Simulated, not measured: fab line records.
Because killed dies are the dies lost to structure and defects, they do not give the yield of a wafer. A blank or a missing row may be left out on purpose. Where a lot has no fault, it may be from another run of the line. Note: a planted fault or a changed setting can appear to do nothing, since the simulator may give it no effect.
Which tool was responsible?    flow sky130    6 lots with 18 wafers sampled at 2 steps, on a route of 708 steps

== WHAT THE GAUGES SHOWED, per wafer ==
SKY_VT_ADJUST_HVTR_TW_MEAS_11.
lot   measured      on             VT_ADJUST_HVTR_TW
L616  day 9 19:43   film-metro-04  213 211 212
L620  day 11 00:11  film-metro-01  206 206 206
L623  day 11 23:52  film-metro-01  205 206 205
L631  day 14 11:02  film-metro-04  213 212 212
L634  day 15 13:05  film-metro-01  204 205 205
L635  day 16 05:26  film-metro-04  211 210 210

== TOOL THAT RAN EACH LOT (tool first, then ch and the chambers of the sampled wafers, then the start) ==
lot   SKY_VT_ADJUST_HVTR_IMPLANT_09
L616  implanter-01 ch 0, day 9 19:28
L620  implanter-01 ch 0, day 10 23:58
L623  implanter-04 ch 0, day 11 23:37
L631  implanter-03 ch 0, day 14 10:47
L634  implanter-03 ch 0, day 15 12:52
L635  implanter-01 ch 0, day 16 05:11
- SKY_VT_ADJUST_HVTR_IMPLANT_09

== THE ANSWER, worked out from the rows above alone ==
Rule: the lots themselves supply what counts as usual. Put in order of their means at a reading, lots are off if they are a third of the lots or fewer, leave a main group of 4 or more, and stand apart from it by a gap of 3 or more times the standard deviation of the main group's means; of several such gaps the widest counts. The tables above print the reading to a certain number of digits; a main group whose means all agree to those digits is not used. A lot without any number at a reading at which 4 lots or more have one is off too. Where the step has rows for the other lots, those lots are counted as sound.
None of the lots is off at any reading shown; this tells nothing.

== WHAT WAS PUT IN BY THE SIMULATOR ==
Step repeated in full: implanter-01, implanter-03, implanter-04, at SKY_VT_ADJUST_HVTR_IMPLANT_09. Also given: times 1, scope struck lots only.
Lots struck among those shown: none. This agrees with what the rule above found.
